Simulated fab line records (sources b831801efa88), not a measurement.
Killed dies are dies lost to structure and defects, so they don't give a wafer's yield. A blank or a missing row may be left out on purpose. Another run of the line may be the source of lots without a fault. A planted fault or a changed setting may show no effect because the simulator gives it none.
fab line records + flow sky130
record:
- lots: 6
- wafers: 18
- lastDay: 50
route steps=708 shown LDD_HVP@286 LDD_LDN@289 PAD_OPEN@708
lots untouched by any fault: they come from a run of this same line in which no faults occurred
startH: hours from the record's opening day to when the first of the lot's shown wafers began + waitH: time in hours since the lot's previous step + " as in the row above + L1.1+2: one row covering several wafers at once + - no value present, or no start provided + * or withheld: withheld + < > ~ a bound
route shown NAME@n: a module of which the file shows steps, and the number in the route of the first + usual: mean/standard deviation taken from wafers without a fault + same: alike in all rows + chamber/n: place in a boat + sites: per-site readings + _std_site: how widely they spread, as a standard deviation + _edge_site: inner sites' mean taken away from outer sites' mean + radiusMm: how far each site lies from the wafer's centre + mask NAME#n: copy n + behind: the last tool/chamber to shape the wafer + hold: why the lot was held/for how many hours/how that ended + device: whichever transistor did not switch (one of n, p or np) + end of line: the route-end tests of the same wafers + a step with no rows: only its recipe + killed: the dies lost at the first sort to structure and to defects; this is not the yield of the wafer + map: a wafer's dies, x killed, . not, _ none there
set.NAME: the setting that was run; set.NAME@STEP: the one run at that earlier step + model.NAME: the simulator's own value behind a step, which no gauge read
certain route steps with their lots: each step a table, each wafer a row
services: when a tool's chamber went out of use (startH, in hours from the record's first day, below 0 if earlier), for how many hours, and the reason
== steps ==
step: SKY_LDD_HVP_IMPLANT_08
recipe:
- species: B
- energyKev: 20
- doseCm2: 1.7e+13
- tiltDeg: 17.9
step: SKY_LDD_HVP_STRIP_09
recipe:
- chemistry: O2/N2
- powerW: 1400
- pressureMtorr: 1500
- platenTempC: withheld
- o2FlowSccm: 3000
- n2FlowSccm: 300
- overashFraction: 0.5
usual:
- drypumpMotorCurrentA: 5.5/0.41
- oesProductAu: 0.408/0.0045
- stripTimeToEndpointS: 4.133/0.013
| lot.wafer | tool           | chamber | startH | waitH | drypumpMotorCurrentA | oesProductAu | rfHoursCounterH | stripTimeToEndpointS |
|-----------|----------------|---------|--------|-------|----------------------|--------------|-----------------|----------------------|
| L412.1    | plasmaAsher-04 | 0       | 514.33 | 0.1   | 5.5                  | 0.405        | 40              | 4.126                |
| L412.3    | "              | 0       | "      | "     | 5.5                  | 0.409        | -               | 4.128                |
| L412.6    | "              | 0       | "      | "     | 5.5                  | 0.414        | -               | 4.129                |
| L413.1    | plasmaAsher-02 | 1       | 535.53 | 0.1   | 5.9                  | 0.400        | 12              | 4.148                |
| L413.4    | "              | 0       | "      | "     | 5.2                  | 0.404        | -               | 4.151                |
| L413.5    | "              | 0       | "      | "     | 5.2                  | 0.411        | -               | 4.118                |
| L419.2    | plasmaAsher-02 | 0       | 569.70 | 0.1   | 5.2                  | 0.408        | 15              | 4.131                |
| L419.4    | "              | 0       | "      | "     | 5.2                  | 0.407        | -               | 4.144                |
| L419.5    | "              | 1       | "      | "     | 5.9                  | 0.416        | -               | 4.146                |
| L421.3    | plasmaAsher-02 | 1       | 590.10 | 0.1   | 5.9                  | 0.419        | -               | 4.115                |
| L421.5    | "              | 0       | "      | "     | 5.2                  | 0.404        | -               | 4.116                |
| L421.6    | "              | 1       | "      | "     | 5.9                  | 0.412        | -               | 4.133                |
| L428.1    | plasmaAsher-04 | 0       | 640.18 | 0.1   | 5.5                  | 0.404        | 53              | 4.122                |
| L428.2    | "              | 1       | "      | "     | 4.9                  | 0.414        | 53              | 4.117                |
| L428.5    | "              | 0       | "      | "     | 5.5                  | 0.404        | -               | 4.127                |
| L433.1    | plasmaAsher-03 | 0       | 684.30 | 0.1   | 5.3                  | 0.410        | 85              | 4.130                |
| L433.3    | "              | 0       | "      | "     | 5.3                  | 0.407        | -               | 4.113                |
| L433.5    | "              | 1       | "      | "     | 6.2                  | 0.404        | -               | 4.135                |
step: SKY_LDD_HVP_TW_MEAS_10
usual:
- LDD_HVP_TW: 457/7.9
| lot.wafer | tool         | chamber | startH | waitH | LDD_HVP_TW |
|-----------|--------------|---------|--------|-------|------------|
| L412.1    | filmMetro-03 | -       | 514.43 | 0.1   | 454        |
| L412.3    | "            | -       | "      | "     | 452        |
| L412.6    | "            | -       | "      | "     | 451        |
| L413.1    | filmMetro-04 | -       | 535.63 | 0.1   | 467        |
| L413.4    | "            | -       | "      | "     | 469        |
| L413.5    | "            | -       | "      | "     | 471        |
| L419.2    | filmMetro-04 | -       | 569.81 | 0.1   | 471        |
| L419.4    | "            | -       | "      | "     | 469        |
| L419.5    | "            | -       | "      | "     | 468        |
| L421.3    | filmMetro-03 | -       | 590.18 | 0.1   | 453        |
| L421.5    | "            | -       | "      | "     | 453        |
| L421.6    | "            | -       | "      | "     | 454        |
| L428.1    | filmMetro-02 | -       | 640.28 | 0.1   | 450        |
| L428.2    | "            | -       | "      | "     | 451        |
| L428.5    | "            | -       | "      | "     | 452        |
| L433.1    | filmMetro-03 | -       | 684.40 | 0.1   | 455        |
| L433.3    | "            | -       | "      | "     | 453        |
| L433.5    | "            | -       | "      | "     | 455        |
step: SKY_LDD_LDN_DEHYDRATE_00
recipe:
- tempC: 200
- timeS: 60
step: SKY_LDD_LDN_HMDS_01
recipe:
- primeTimeS: 60
- primeTempC: 120
step: SKY_LDD_LDN_COAT_02
recipe:
- resist: NOVOLAK
- spinRpm: 3000
- resistThkNm: 1140
step: SKY_LDD_LDN_SOFTBAKE_03
recipe:
- tempC: 90
- timeS: 60
- resist: NOVOLAK
step: SKY_LDD_LDN_EXPOSE_04
recipe:
- maskId: LDNTM
- na: 0.6
- sourceShape: conventional
- sigmaOuter: 0.6
- polarization: unpolarized
- targetCdNm: 700
- doseMj: 140
step: SKY_LDD_LDN_PEB_05
recipe:
- tempC: withheld
- timeS: *
- resist: NOVOLAK
step: SKY_LDD_LDN_DEVELOP_06
recipe:
- resist: NOVOLAK
- developer: TMAH
- developTimeS: 60
- devTempC: 23
step: SKY_LDD_LDN_OVL_MEAS_07
usual:
- LDD_LDN_OVL: 0.2/1.4
| lot.wafer | tool       | chamber | startH | waitH | LDD_LDN_OVL[nm] |
|-----------|------------|---------|--------|-------|-----------------|
| L412.1    | overlay-01 | -       | 544.34 | 0.1   | 1.6             |
| L412.3    | "          | -       | "      | "     | 1.0             |
| L412.6    | "          | -       | "      | "     | 0.0             |
| L413.1    | overlay-01 | -       | 565.09 | 0.1   | 0.9             |
| L413.4    | "          | -       | "      | "     | -0.7            |
| L413.5    | "          | -       | "      | "     | -1.4            |
| L419.2    | overlay-02 | -       | 599.55 | 0.1   | -1.1            |
| L419.4    | "          | -       | "      | "     | -2.6            |
| L419.5    | "          | -       | "      | "     | -0.4            |
| L421.3    | overlay-02 | -       | 619.29 | 0.1   | -1.2            |
| L421.5    | "          | -       | "      | "     | -0.9            |
| L421.6    | "          | -       | "      | "     | 0.1             |
| L428.1    | overlay-02 | -       | 668.49 | 0.1   | -0.6            |
| L428.2    | "          | -       | "      | "     | -1.8            |
| L428.5    | "          | -       | "      | "     | 0.0             |
| L433.1    | overlay-01 | -       | 711.83 | 0.1   | 0.9             |
| L433.3    | "          | -       | "      | "     | 1.0             |
| L433.5    | "          | -       | "      | "     | -1.3            |
step: SKY_LDD_LDN_IMPLANT_08
recipe:
- species: As
- energyKev: 15
- doseCm2: 1.25e+13
- tiltDeg: withheld
- rotationDeg: 23
step: SKY_LDD_LDN_IMPLANT_09
recipe:
- species: As
- energyKev: 15
- doseCm2: 1.25e+13
- tiltDeg: withheld
- rotationDeg: 113
usual:
- doseIonsCm2: 1.2502e+13/1.3e+10
- faradayCurrentUA: 70.6/1.4
same:
- implantIonAmu: 75
| lot.wafer | tool         | chamber | startH | waitH | doseIonsCm2 | faradayCurrentUA |
|-----------|--------------|---------|--------|-------|-------------|------------------|
| L412.1    | implanter-01 | 0       | 544.53 | 0.1   | 1.2521e+13  | 67.3             |
| L412.3    | "            | 0       | "      | "     | 1.2521e+13  | 70.7             |
| L412.6    | "            | 0       | "      | "     | 1.2506e+13  | 70.4             |
| L413.1    | implanter-04 | 0       | 565.28 | 0.1   | 1.2496e+13  | 71.9             |
| L413.4    | "            | 0       | "      | "     | 1.2503e+13  | 70.5             |
| L413.5    | "            | 0       | "      | "     | 1.2494e+13  | 72.1             |
| L419.2    | implanter-01 | 0       | 599.75 | 0.1   | 5.168e+12   | 28.6             |
| L419.4    | "            | 0       | "      | "     | 5.152e+12   | 29.9             |
| L419.5    | "            | 0       | "      | "     | 5.163e+12   | 29.1             |
| L421.3    | implanter-01 | 0       | 619.51 | 0.1   | 5.151e+12   | 28.4             |
| L421.5    | "            | 0       | "      | "     | 5.153e+12   | 29.8             |
| L421.6    | "            | 0       | "      | "     | 5.147e+12   | 28.9             |
| L428.1    | implanter-03 | 0       | 668.68 | 0.1   | 1.2505e+13  | 71.9             |
| L428.2    | "            | 0       | "      | "     | 1.2538e+13  | 72.0             |
| L428.5    | "            | 0       | "      | "     | 1.2505e+13  | 70.1             |
| L433.1    | implanter-04 | 0       | 712.01 | 0.1   | 1.2497e+13  | 70.1             |
| L433.3    | "            | 0       | "      | "     | 1.2508e+13  | 68.6             |
| L433.5    | "            | 0       | "      | "     | 1.2476e+13  | 69.3             |
step: SKY_LDD_LDN_IMPLANT_10
recipe:
- species: As
- energyKev: 15
- doseCm2: 1.25e+13
- tiltDeg: withheld
- rotationDeg: 203
step: SKY_PAD_OPEN_PROBE_99
usual:
- killed_at_M0_to_M3: 44/7.3
- killed_at_M4_up: 3.4/1.8
- killedAtContacts: 24/5.8
- killedAtFrontEnd: 15/4.9
- killedAtOther: 0.4/0.63
- killedDies: 86/11
- killedOpen: 47/8
- killedShort: 39/6.5
same:
- grossDies: 492
- killedAtBackSide: 0
| lot.wafer | tool      | chamber | startH  | waitH | killed_at_M0_to_M3 | killed_at_M4_up | killedAtContacts | killedAtFrontEnd | killedAtOther | killedDies | killedOpen | killedShort | model.etest.tipSonos.rsOhmSq |
|-----------|-----------|---------|---------|-------|--------------------|-----------------|------------------|------------------|---------------|------------|------------|-------------|------------------------------|
| L412.1    | prober-02 | -       | 1089.17 | 0.1   | 50                 | 2               | 12               | 10               | 0             | 74         | 47         | 27          | 2648                         |
| L412.3    | prober-02 | -       | 1089.27 | 0.2   | 41                 | 4               | 19               | 16               | 0             | 80         | 38         | 42          | 2671                         |
| L412.6    | prober-02 | -       | 1089.42 | 0.2   | 47                 | 5               | 20               | 14               | 1             | 87         | 48         | 39          | 2605                         |
| L413.1    | prober-02 | -       | 1106.75 | 0.1   | 50                 | 4               | 19               | 11               | 1             | 85         | 45         | 40          | 2770                         |
| L413.4    | prober-02 | -       | 1106.90 | 0.2   | 42                 | 3               | 23               | 10               | 1             | 79         | 32         | 46          | 2746                         |
| L413.5    | prober-02 | -       | 1106.95 | 0.2   | 54                 | 2               | 19               | 11               | 0             | 86         | 50         | 35          | 2819                         |
| L421.3    | prober-01 | -       | 1142.19 | 0.2   | 35                 | 8               | 30               | 26               | 0             | 99         | 52         | 46          | 2903                         |
| L421.5    | prober-01 | -       | 1142.29 | 0.2   | 30                 | 3               | 19               | 15               | 0             | 67         | 39         | 28          | 2847                         |
| L421.6    | prober-01 | -       | 1142.34 | 0.2   | 35                 | 3               | 15               | 16               | 0             | 69         | 32         | 37          | 2848                         |
| L428.1    | prober-01 | -       | 1170.89 | 0.1   | 44                 | 1               | 18               | 14               | 0             | 77         | 39         | 38          | 2655                         |
| L428.2    | prober-01 | -       | 1170.94 | 0.1   | 45                 | 2               | 26               | 16               | 1             | 90         | 47         | 43          | 2601                         |
| L428.5    | prober-01 | -       | 1171.09 | 0.2   | 38                 | 4               | 20               | 20               | 0             | 82         | 47         | 35          | 2688                         |
| L433.1    | prober-01 | -       | 1197.44 | 0.1   | 51                 | 6               | 26               | 12               | 0             | 95         | 53         | 40          | 2542                         |
| L433.3    | prober-01 | -       | 1197.54 | 0.2   | 46                 | 7               | 18               | 11               | 2             | 84         | 39         | 45          | 2588                         |
| L433.5    | prober-01 | -       | 1197.64 | 0.2   | 34                 | 5               | 26               | 7                | 1             | 73         | 41         | 29          | 2554                         |
killed by level:class
L412.1 VIA3:geometricParticle:open=9 CONTACT:geometricParticle:open=8 VIA2:geometricParticle:open=8 VIA1:geometricParticle:open=7 METAL2:geometricParticle:short=7 POLY_GATE:geometricParticle:open=4 METAL1:geometricParticle:short=4 LI_CONTACT:geometricParticle:open=3
L412.3 VIA1:geometricParticle:open=10 VIA2:geometricParticle:open=9 LI_CONTACT:geometricParticle:open=5 CONTACT:geometricParticle:short=5 POLY_GATE:geometricParticle:open=4 POLY_GATE:geometricParticle:short=4 VIA3:geometricParticle:short=4 LOCAL_INTERCONNECT:geometricParticle:short=4
L412.6 VIA1:geometricParticle:open=10 VIA3:geometricParticle:open=10 CONTACT:geometricParticle:short=8 CONTACT:geometricParticle:open=6 FIELD_ISO:geometricParticle:short=5 VIA2:geometricParticle:open=5 VIA3:geometricParticle:short=5 FIELD_ISO:geometricParticle:open=4
L413.1 CONTACT:geometricParticle:open=10 VIA3:geometricParticle:open=10 VIA2:geometricParticle:open=9 METAL2:geometricParticle:short=8 METAL1:geometricParticle:short=6 VIA1:geometricParticle:open=6 VIA1:geometricParticle:short=5 LI_CONTACT:geometricParticle:open=4
L413.4 VIA1:geometricParticle:short=10 CONTACT:geometricParticle:open=9 METAL1:geometricParticle:short=8 VIA1:geometricParticle:open=7 LOCAL_INTERCONNECT:geometricParticle:short=4 METAL2:geometricParticle:short=4 LI_CONTACT:geometricParticle:open=3 LI_CONTACT:geometricParticle:short=3
L413.5 VIA1:geometricParticle:open=19 VIA1:geometricParticle:short=8 VIA2:geometricParticle:open=7 CONTACT:geometricParticle:open=6 VIA3:geometricParticle:open=6 LOCAL_INTERCONNECT:geometricParticle:short=5 METAL2:geometricParticle:short=5 FIELD_ISO:geometricParticle:open=4
L421.3 CONTACT:geometricParticle:open=14 METAL2:geometricParticle:short=11 POLY_GATE:geometricParticle:open=8 VIA1:geometricParticle:open=8 FIELD_ISO:geometricParticle:short=6 POLY_GATE:geometricParticle:short=6 LI_CONTACT:geometricParticle:open=6 CONTACT:geometricParticle:short=6
L421.5 VIA3:geometricParticle:open=7 CONTACT:geometricParticle:open=6 FIELD_ISO:geometricParticle:open=5 POLY_GATE:geometricParticle:short=4 LI_CONTACT:geometricParticle:open=4 CONTACT:geometricParticle:short=4 VIA1:geometricParticle:open=4 METAL3:geometricParticle:short=4
L421.6 VIA1:geometricParticle:open=12 POLY_GATE:geometricParticle:short=7 VIA1:geometricParticle:short=5 CONTACT:geometricParticle:open=4 METAL1:geometricParticle:short=4 VIA2:geometricParticle:open=4 LOCAL_INTERCONNECT:geometricParticle:short=3 LI_CONTACT:geometricParticle:open=3
L428.1 VIA1:geometricParticle:open=8 VIA2:geometricParticle:open=7 FIELD_ISO:geometricParticle:short=6 VIA1:geometricParticle:short=6 METAL1:geometricParticle:short=6 FIELD_ISO:geometricParticle:open=5 LI_CONTACT:geometricParticle:open=4 CONTACT:geometricParticle:short=4
L428.2 VIA1:geometricParticle:open=13 LOCAL_INTERCONNECT:geometricParticle:short=8 CONTACT:geometricParticle:open=6 VIA3:geometricParticle:short=6 VIA2:geometricParticle:open=6 VIA1:geometricParticle:short=5 POLY_GATE:geometricParticle:open=4 LI_CONTACT:geometricParticle:open=4
L428.5 CONTACT:geometricParticle:open=10 VIA1:geometricParticle:open=9 FIELD_ISO:geometricParticle:open=7 VIA3:geometricParticle:open=7 FIELD_ISO:geometricParticle:short=5 METAL1:geometricParticle:short=5 LI_CONTACT:geometricParticle:open=4 METAL2:geometricParticle:short=4
L433.1 CONTACT:geometricParticle:open=13 VIA2:geometricParticle:open=10 METAL2:geometricParticle:short=8 VIA1:geometricParticle:open=7 VIA3:geometricParticle:open=7 METAL3:geometricParticle:short=6 LI_CONTACT:geometricParticle:open=4 LOCAL_INTERCONNECT:geometricParticle:short=4
L433.3 VIA1:geometricParticle:open=16 CONTACT:geometricParticle:open=7 METAL2:geometricParticle:short=7 METAL3:geometricParticle:short=6 VIA1:geometricParticle:short=6 METAL4:geometricParticle:short=6 LOCAL_INTERCONNECT:geometricParticle:short=4 VIA2:geometricParticle:open=4
L433.5 CONTACT:geometricParticle:open=10 LI_CONTACT:geometricParticle:open=9 METAL1:geometricParticle:short=6 VIA1:geometricParticle:short=6 VIA1:geometricParticle:open=6 VIA2:geometricParticle:open=5 LOCAL_INTERCONNECT:geometricParticle:short=4 VIA3:geometricParticle:open=4
== services ==
| tool           | chamber | startH | hours | kind   |
|----------------|---------|--------|-------|--------|
| implanter-01   | -       | 539.67 | 3.8   | repair |
| implanter-03   | -       | 540.05 | 4.8   | repair |
| implanter-04   | -       | 560.78 | 3.6   | repair |
| plasmaAsher-03 | -       | 566.59 | 14.6  | pm     |
| plasmaAsher-02 | -       | 572.55 | 1.4   | repair |
| implanter-04   | -       | 581.94 | 5.7   | repair |
| implanter-03   | -       | 607.95 | 3.0   | repair |
| implanter-03   | -       | 610.92 | 4.3   | pm     |
| implanter-04   | -       | 614.70 | 3.3   | pm     |
| plasmaAsher-04 | -       | 618.87 | 3.2   | repair |
| implanter-03   | -       | 634.56 | 5.1   | pm     |
| plasmaAsher-03 | -       | 662.43 | 1.5   | repair |
| implanter-03   | -       | 675.19 | 2.0   | repair |
== key ==
firstSign:
- step: SKY_LDD_LDN_IMPLANT_09
- reading: doseIonsCm2
- direction: down
- sigmas: 99+
- usual: *
- struck: *
effect:
- step: SKY_LDD_LDN_IMPLANT_09
- reading: faradayCurrentUA
- direction: down
- sigmas: 30
- usual: 70.6
- struck: 29.1
modelEffect:
- step: SKY_PAD_OPEN_PROBE_99
- value: etest.tipSonos.rsOhmSq
- without: 2628
- struck: 2866
metAt SKY_LDD_LDN_IMPLANT_09
struckWafers L419.2,L419.4,L419.5,L421.3,L421.5,L421.6
rowsEnd L419.2,L419.4,L419.5
testerLeftOut L421
onsetBetween 544.53 599.75
fault:
- kind: processParameterDrift
- tool: implanter-01
- chamber: -
- onsetH: 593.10
- steps: SKY_LDD_LDN_IMPLANT_09
- channel: doseCm2
- offset: *
- shape: step
- endH: 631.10
- actsIn: *
- stated: *
testerLeftOut: of these lots the tester's yield and bins aren't shown, on N5 and GAA mostly nor the transistor test; their killed dies are dies lost to structure and defects alone, not to doping, threshold or leakage, so they don't give the yield
rowsEnd: these wafers met a further fault down the route, and their rows from its step on are left out
